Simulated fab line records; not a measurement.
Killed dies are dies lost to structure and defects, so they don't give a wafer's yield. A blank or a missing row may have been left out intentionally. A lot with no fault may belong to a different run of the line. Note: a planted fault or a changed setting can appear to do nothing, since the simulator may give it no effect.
Which of the tools did it? | flow sky130 | 24 lots with 72 wafers sampled at 3 steps, on a route of 708 steps

## WHAT THE GAUGES READ, wafer by wafer
SKY_METAL2_OVL_MEAS_16.
lot  | measured     | on         | METAL2_OVL (nm)
L074 | day 35 10:53 | overlay-01 | -1 -6 -2
L075 | day 35 22:56 | overlay-01 | -7 2 -7
L076 | day 36 07:40 | overlay-02 | 2 7 1
L077 | day 36 16:06 | overlay-02 | 3 -2 -5
L078 | day 36 20:11 | overlay-02 | 7 8 6
L079 | day 37 09:32 | overlay-02 | 6 -3 6
L080 | day 37 11:58 | overlay-02 | -10 -3 -3
L081 | day 37 14:51 | overlay-01 | -4 6 4
L082 | day 37 22:44 | overlay-01 | 3 12 -2
L083 | day 38 09:21 | overlay-02 | 0 -1 6
L084 | day 38 11:14 | overlay-01 | 1 2 0
L085 | day 38 20:14 | overlay-02 | -4 -6 -4
L087 | day 39 09:11 | overlay-01 | -2 -7 -9
L086 | day 39 11:29 | overlay-01 | -5 -4 -7
L088 | day 39 11:52 | overlay-02 | -7 -13 -3
L089 | day 40 02:41 | overlay-02 | 6 8 1
L090 | day 40 09:07 | overlay-02 | 1 1 -4
L091 | day 40 12:08 | overlay-01 | -10 -9 -2
L092 | day 40 18:07 | overlay-01 | 7 -9 6
L093 | day 41 07:49 | overlay-02 | -1 -5 -5
L094 | day 41 10:44 | overlay-01 | 8 8 -4
L095 | day 41 13:05 | overlay-02 | 3 1 4
L096 | day 41 21:26 | overlay-02 | -1 11 -3
L097 | day 42 06:43 | overlay-01 | 9 4 6

SKY_VIA2_THK_MEAS_01.
lot  | measured     | on           | VIA2_HDPCVD_THK (nm)
L074 | day 35 12:03 | filmMetro-04 | 1195 1215 1167
L075 | day 35 23:55 | filmMetro-03 | 1160 1182 1151
L076 | day 36 08:36 | filmMetro-04 | 1180 1174 1182
L077 | day 36 17:03 | filmMetro-01 | 1167 1180 1194
L078 | day 36 21:10 | filmMetro-01 | 1189 1157 1169
L079 | day 37 10:28 | filmMetro-04 | 1182 1147 1189
L080 | day 37 12:56 | filmMetro-04 | 1175 1169 1192
L081 | day 37 15:50 | filmMetro-03 | 1167 1180 1177
L082 | day 37 23:43 | filmMetro-03 | 1164 1159 1165
L083 | day 38 10:19 | filmMetro-01 | 1156 1207 1193
L084 | day 38 12:17 | filmMetro-04 | 1156 1164 1194
L085 | day 38 21:12 | filmMetro-03 | 1176 1174 1164
L087 | day 39 10:07 | filmMetro-04 | 1166 1139 1169
L086 | day 39 12:29 | filmMetro-01 | 1190 1177 1174
L088 | day 39 12:52 | filmMetro-01 | 1193 1169 1156
L089 | day 40 03:40 | filmMetro-03 | 1180 1148 1190
L090 | day 40 10:05 | filmMetro-03 | 1170 1149 1183
L091 | day 40 13:05 | filmMetro-01 | 1155 1164 1184
L092 | day 40 19:04 | filmMetro-04 | 1185 1181 1163
L093 | day 41 08:52 | filmMetro-04 | 1187 1159 1204
L094 | day 41 11:41 | filmMetro-03 | 1173 1192 1181
L095 | day 41 14:02 | filmMetro-01 | 1176 1165 1154
L096 | day 41 22:23 | filmMetro-01 | 1168 1152 1161
L097 | day 42 07:40 | filmMetro-04 | 1169 1190 1160

## TOOL THAT RAN EACH LOT (tool first, then ch and the chambers of the sampled wafers, then the start)
lot  | SKY_METAL2_SPUTTER_00
L074 | pvdSputter-03, day 34 08:11
L075 | pvdSputter-03, day 34 20:25
L076 | pvdSputter-02, day 35 05:12
L077 | pvdSputter-03, day 35 13:41
L078 | pvdSputter-01, day 35 17:36
L079 | pvdSputter-03, day 36 08:03
L080 | pvdSputter-02, day 36 10:15
L081 | pvdSputter-03, day 36 13:06
L082 | pvdSputter-02, day 36 20:43
L083 | pvdSputter-02, day 37 07:05
L084 | pvdSputter-03, day 37 09:26
L085 | pvdSputter-01, day 37 18:23
L087 | pvdSputter-03, day 38 08:01
L086 | pvdSputter-02, day 38 09:52
L088 | pvdSputter-03, day 38 10:10
L089 | pvdSputter-03, day 39 01:56
L090 | pvdSputter-02, day 39 08:43
L091 | pvdSputter-02, day 39 11:37
L092 | pvdSputter-03, day 39 17:10
L093 | pvdSputter-02, day 40 07:58
L094 | pvdSputter-02, day 40 09:46
L095 | pvdSputter-01, day 40 12:04
L096 | pvdSputter-01, day 40 21:17
L097 | pvdSputter-02, day 41 05:59
- SKY_METAL2_SPUTTER_00: material Ti, target thk 15 nm, time 10 s.

## AS READ BY THE TOOLS THEMSELVES (means over the sampled wafers that have a number; for cases with no such wafer, the mark the record gives instead)
SKY_METAL2_SPUTTER_00.
lot  | tool          | throttleValvePct (%)
L074 | pvdSputter-03 | 29.7
L075 | pvdSputter-03 | 29.3
L076 | pvdSputter-02 | 31.2
L077 | pvdSputter-03 | 29.4
L078 | pvdSputter-01 | 30.2
L079 | pvdSputter-03 | 29.3
L080 | pvdSputter-02 | 29.9
L081 | pvdSputter-03 | 29.9
L082 | pvdSputter-02 | 30.0
L083 | pvdSputter-02 | 30.7
L084 | pvdSputter-03 | 29.5
L085 | pvdSputter-01 | 31.0
L087 | pvdSputter-03 | 30.2
L086 | pvdSputter-02 | 31.2
L088 | pvdSputter-03 | 29.8
L089 | pvdSputter-03 | 30.0
L090 | pvdSputter-02 | 30.1
L091 | pvdSputter-02 | 30.6
L092 | pvdSputter-03 | 30.1
L093 | pvdSputter-02 | 30.4
L094 | pvdSputter-02 | 29.6
L095 | pvdSputter-01 | 30.5
L096 | pvdSputter-01 | 31.1
L097 | pvdSputter-02 | 31.7

## THE ANSWER, worked out from the rows above alone
Rule: what is usual is taken from the lots themselves. Put in order of their means at a reading, lots are off if they are a third of the lots or fewer, leave a main group of 4 or more, and stand apart from it by a gap of 3 or more times the standard deviation of the main group's means; of several such gaps the widest counts. A main group is skipped when, at the precision printed for the reading in the tables above, its means are all equal. Also off: a lot with no number at a reading for which 4 or more lots have one. Where the step has rows for the other lots, those lots are counted as sound. After the gauges, taken in route order, come the tools' own readings; for these a lot's mean is taken, as printed above. The first step at which some lot is off is used, and at that step the reading that is off furthest; a lot without a number counts as furthest.
Across all readings shown, no lot is off: no conclusion can be drawn from this.

## WHAT WAS PUT IN BY THE SIMULATOR
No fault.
